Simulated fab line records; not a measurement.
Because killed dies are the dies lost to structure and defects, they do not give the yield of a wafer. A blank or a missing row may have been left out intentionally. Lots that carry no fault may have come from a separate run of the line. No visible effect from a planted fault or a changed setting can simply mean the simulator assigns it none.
fab line records	flow sky130
[record] lots = 5	wafers = 15	lastDay = 49
route steps=708 shown SPACER@305 POLY_CUT@307
lots that met no fault: from a run of the same line without faults
startH: start of the lot's first displayed wafer, in hours after the record's first day	waitH: how many hours have passed since the lot's step before this one	" repeats the value in the row above	L1.1+2: several wafers, shown together as one row	- no value, or no start given	* or withheld: withheld	< > ~ a bound
route shown NAME@n: names a module that has steps shown in the file, with the first one's number in the route	usual: the fault-free wafers' mean and standard deviation	same: alike in all rows	chamber/n: place in a boat	sites: readings site by site	_std_site: the standard deviation of these	_edge_site: inner sites' mean taken away from outer sites' mean	radiusMm: how far each site lies from the wafer's centre	mask NAME#n: copy n	behind: the last tool/chamber to shape the wafer	hold: why the lot was held/for how many hours/how that ended	device: which transistor (n, p or np) failed to switch	end of line: at the end of the route, the tests of the same wafers	step lacking rows: just its recipe	killed: count of dies lost to structure and defects at first sort (not the wafer's yield)	map: dies across one wafer; x = killed, . = not, _ = none there
set.NAME: the setting as run; set.NAME@STEP: as run at that earlier step	model.NAME: the simulator's own value behind a step, which no gauge read
a table for each step, a row for each wafer; lots at some steps of the route
services: a tool's chamber out of use, with start hour (startH, from the record's first day; less than 0 if before it), hours out, and reason
[[steps]]
[step SKY_SPACER_THK_MEAS_01]
[recipe] reads = Si3N4_of_SPACER_CVD_00
[usual] SPACER_CVD_00_THK = 43.0/0.49
lot.wafer	tool	chamber	startH	waitH	SPACER_CVD_00_THK[nm]
L701.2	filmMetro-01	-	535.13	0.0	43.0
L701.4	"	-	"	"	42.5
L701.6	"	-	"	"	43.1
L706.2	filmMetro-04	-	577.06	0.0	42.1
L706.3	"	-	"	"	42.0
L706.6	"	-	"	"	42.1
L708.1	filmMetro-04	-	592.08	0.0	43.5
L708.3	"	-	"	"	43.7
L708.5	"	-	"	"	43.1
L710.3	filmMetro-04	-	606.82	0.0	43.3
L710.4	"	-	"	"	43.1
L710.6	"	-	"	"	43.4
L717.2	filmMetro-04	-	673.27	0.0	42.9
L717.4	"	-	"	"	42.7
L717.5	"	-	"	"	42.8
[step SKY_SPACER_ETCHBACK_02]
[recipe] chemistry = CH3F/O2	target = Si3N4	stopOn = SiO2	sourceW = 400	biasW = 80	pressureMtorr = 25	ch3fFlowSccm = 40	O2_flow_sccm = 30	timeS = 46.7	targetDepthA = 450
[usual] chamberPressureMTorr = 25.000/0.023	drypumpMotorCurrentA = 5.7/0.48	oesProductAu = 0.854/0.007	rfFwdPowerW = 395.8/1.8	throttleValvePct = 10.561/0.0091
[same] timeS = 46.7
lot.wafer	tool	chamber	startH	waitH	chamberPressureMTorr	drypumpMotorCurrentA	oesProductAu	rfFwdPowerW	rfHoursCounterH	throttleValvePct
L701.2	rieDiel-02	0	535.18	0.0	25.011	6.2	0.849	397.8	0	10.553
L701.4	"	2	"	"	24.986	6.1	0.847	396.5	-	10.546
L701.6	"	1	"	"	25.037	5.4	0.850	399.6	-	10.544
L706.2	rieDiel-04	2	577.11	0.0	24.984	5.7	0.838	395.7	8	10.564
L706.3	"	3	"	"	24.994	5.4	0.848	392.3	10	10.569
L706.6	"	0	"	"	24.986	4.9	0.845	396.6	-	10.554
L708.1	rieDiel-01	1	592.14	0.1	24.974	6.4	0.863	393.1	7	10.556
L708.3	"	0	"	"	25.009	5.7	0.865	394.5	41	10.568
L708.5	"	2	"	"	25.019	5.2	0.857	395.4	-	10.557
L710.3	rieDiel-01	1	606.86	0.0	25.005	6.4	0.864	395.5	8	10.551
L710.4	"	3	"	"	24.981	6.3	0.852	396.0	27	10.555
L710.6	"	2	"	"	24.996	5.2	0.855	395.9	-	10.557
L717.2	rieDiel-04	2	673.32	0.0	25.015	5.7	0.855	396.5	9	10.563
L717.4	"	1	"	"	24.976	6.0	0.851	395.5	2	10.565
L717.5	"	0	"	"	25.006	4.9	0.855	396.4	-	10.557
[step SKY_POLY_CUT_DEHYDRATE_00]
[recipe] tempC = 200	timeS = 60
[step SKY_POLY_CUT_HMDS_01]
[recipe] primeTimeS = 60	primeTempC = 120
[step SKY_POLY_CUT_COAT_02]
[recipe] resist = BARC	tempC = withheld	timeS = withheld	spinRpm = 3000	resistThkNm = 60
[step SKY_POLY_CUT_COAT_03]
[recipe] resist = KrF-thick	spinRpm = 3000	resistThkNm = 450
[step SKY_POLY_CUT_SOFTBAKE_04]
[recipe] tempC = 100	timeS = 90	resist = KrF-thick
[step SKY_POLY_CUT_EXPOSE_05]
[recipe] maskId = NPCM	na = 0.8	sourceShape = annular	sigmaInner = 0.55	sigmaOuter = 0.85	targetCdNm = 270	doseMj = 32
[step SKY_POLY_CUT_PEB_06]
[recipe] pebTempC = withheld	pebTimeS = withheld	resist = KrF-thick
[step SKY_POLY_CUT_DEVELOP_07]
[recipe] developTimeS = 60	resist = KrF-thick	devTempC = 21
[step SKY_POLY_CUT_CD_MEAS_08]
[recipe] targetCdNm = 270
[usual] cdNm = 269.9/1.4
lot.wafer	tool	chamber	startH	waitH	cdNm
L701.2	cdSem-02	-	565.02	-	273.3
L701.4	"	-	"	"	272.5
L701.6	"	-	"	"	271.8
L706.2	cdSem-01	-	606.32	-	269.9
L706.3	"	-	"	"	272.6
L706.6	"	-	"	"	270.1
L708.1	cdSem-02	-	621.44	-	269.3
L708.3	"	-	"	"	268.0
L708.5	"	-	"	"	269.7
L710.3	cdSem-02	-	636.13	-	269.9
L710.4	"	-	"	"	270.2
L710.6	"	-	"	"	270.1
L717.2	cdSem-01	-	701.17	-	269.7
L717.4	"	-	"	"	268.4
L717.5	"	-	"	"	269.2
[step SKY_POLY_CUT_OVL_MEAS_09]
[usual] POLY_CUT_OVL = -2/6.2
lot.wafer	tool	chamber	startH	waitH	POLY_CUT_OVL[nm]
L701.2	overlay-01	-	565.13	0.1	-13
L701.4	"	-	"	"	-11
L701.6	"	-	"	"	-13
L706.2	overlay-02	-	606.43	0.1	-8
L706.3	"	-	"	"	1
L706.6	"	-	"	"	-6
L708.1	overlay-02	-	621.56	0.1	-3
L708.3	"	-	"	"	4
L708.5	"	-	"	"	-2
L710.3	overlay-01	-	636.23	0.1	-10
L710.4	"	-	"	"	-12
L710.6	"	-	"	"	-13
L717.2	overlay-01	-	701.28	0.1	-8
L717.4	"	-	"	"	-6
L717.5	"	-	"	"	-12
[step SKY_POLY_CUT_ETCH_10]
[recipe] chemistry = N2/H2	target = BARC	ionEnergyEv = 200	sourceW = 500	biasW = 100	pressureMtorr = 30	n2FlowSccm = 100	h2FlowSccm = 200	stopOn = SiO2	timeS = 45.9	targetDepthA = 600
[usual] chamberPressureMTorr = 30.00/0.041	drypumpMotorCurrentA = 5.6/0.44	oesProductAu = 0.855/0.0047	rfFwdPowerW = 495.6/2	throttleValvePct = 13.224/0.0097
[same] timeS = 45.9
lot.wafer	tool	chamber	startH	waitH	chamberPressureMTorr	drypumpMotorCurrentA	oesProductAu	rfFwdPowerW	rfHoursCounterH	throttleValvePct	model.KrF-thick_of_POLY_CUT_COAT_03.thkNm
L701.2	rieDiel-04	0	565.16	0.0	30.01	5.0	0.865	493.4	31	13.230	410.9
L701.4	"	2	"	"	30.01	5.8	0.860	495.2	8	13.224	410.8
L701.6	"	2	"	"	30.02	5.7	0.855	494.1	-	13.223	409.7
L706.2	rieDiel-02	1	606.46	0.0	30.00	5.4	0.855	499.3	18	13.231	409.4
L706.3	"	0	"	"	30.03	6.2	0.855	496.4	2	13.242	407.9
L706.6	"	1	"	"	29.95	5.4	0.851	495.2	-	13.226	409.7
L708.1	rieDiel-04	0	621.60	0.0	29.95	5.0	0.851	495.4	32	13.223	408.2
L708.3	"	1	"	"	29.99	6.0	0.845	494.2	2	13.216	408.4
L708.5	"	3	"	"	29.96	5.3	0.849	495.5	-	13.233	409.8
L710.3	rieDiel-03	0	636.25	0.0	30.01	6.0	0.860	495.6	3	13.234	409.1
L710.4	"	2	"	"	30.04	6.4	0.850	498.7	11	13.206	409.7
L710.6	"	0	"	"	29.98	6.0	0.858	496.1	-	13.220	409.3
L717.2	rieDiel-04	3	701.31	0.0	30.02	5.3	0.862	492.8	12	13.229	408
L717.4	"	1	"	"	29.95	6.0	0.850	494.4	-	13.217	412
L717.5	"	3	"	"	29.98	5.3	0.868	491.7	-	13.221	409.7
[step SKY_POLY_CUT_ETCH_11]
[recipe] target = Si3N4	chemistry = CF4/CH2F2/Ar	stopOn = poly-Si	sourceW = 600	biasW = 150	pressureMtorr = 40	cf4FlowSccm = 40	ch2f2FlowSccm = 20	Ar_flow_sccm = 150	timeS = 42.5	targetDepthA = 600
[usual] chamberPressureMTorr = 40.00/0.039	drypumpMotorCurrentA = 5.6/0.43	oesProductAu = 0.833/0.006	rfFwdPowerW = 594.6/2.5	throttleValvePct = 14.995/0.0087
[same] timeS = 42.5
lot.wafer	tool	chamber	startH	waitH	chamberPressureMTorr	drypumpMotorCurrentA	oesProductAu	rfFwdPowerW	rfHoursCounterH	throttleValvePct
L701.2	rieDiel-04	0	565.20	0.0	40.04	5.0	0.819	593.8	31	14.999
L701.4	"	2	"	"	40.01	5.7	0.823	595.1	8	14.992
L701.6	"	2	"	"	40.00	5.7	0.828	593.1	-	14.987
L706.2	rieDiel-02	1	606.50	0.0	40.02	5.4	0.830	598.0	18	14.992
L706.3	"	0	"	"	40.01	6.2	0.836	594.5	2	14.989
L706.6	"	1	"	"	39.90	5.4	0.828	598.4	-	14.999
L708.1	rieDiel-04	0	621.64	0.0	39.93	5.0	0.837	593.5	32	14.987
L708.3	"	1	"	"	39.96	6.0	0.836	593.4	2	14.998
L708.5	"	3	"	"	39.97	5.4	0.827	594.9	-	14.983
L710.3	rieDiel-03	0	636.29	0.0	40.01	6.0	0.839	592.2	3	15.001
L710.4	"	2	"	"	40.00	6.4	0.840	597.1	11	14.992
L710.6	"	0	"	"	39.95	6.0	0.836	592.3	-	14.999
L717.2	rieDiel-04	3	701.35	0.0	40.04	5.4	0.832	589.1	12	14.987
L717.4	"	1	"	"	40.00	6.0	0.831	595.1	-	15.004
L717.5	"	3	"	"	40.06	5.4	0.827	590.5	-	14.995
[[services]]
tool	chamber	startH	hours	kind
rieDiel-02	3	518.36	-	clean
rieDiel-02	3	518.36	23.2	scheduledDown
rieDiel-02	3	518.36	23.2	ventCycle
rieDiel-02	3	544.06	13.6	repair
rieDiel-03	1	553.15	2.5	repair
rieDiel-01	0	611.65	12.4	repair
rieDiel-01	1	613.92	12.3	repair
rieDiel-02	3	615.49	12.8	repair
rieDiel-03	0	623.10	2.2	repair
rieDiel-02	3	636.02	2.0	repair
rieDiel-02	0	638.43	12.6	repair
rieDiel-01	1	651.35	8.0	repair
rieDiel-01	0	673.91	5.5	repair
rieDiel-04	2	692.67	9.4	repair
[[key]]
firstSign none at tools or gauges
[modelEffect] step = SKY_POLY_CUT_ETCH_10	value = KrF-thick_of_POLY_CUT_COAT_03.thkNm	without = 407.2	struck = 412
metAt SKY_POLY_CUT_ETCH_10
struckWafers L717.4
testerLeftOut L717
onsetBetween 621.60 701.31
[fault] kind = processParameterDrift	tool = rieDiel-04	chamber = -	onsetH = 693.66	steps = SKY_POLY_CUT_ETCH_10	channel = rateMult	offset = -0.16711	shape = step	endH = 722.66	scope = struckWafersOnly
// testerLeftOut: of these lots the tester's yield and bins aren't shown, on N5 and GAA mostly nor the transistor test; their killed dies are dies lost to structure and defects alone, not to doping, threshold or leakage, so they don't give the yield
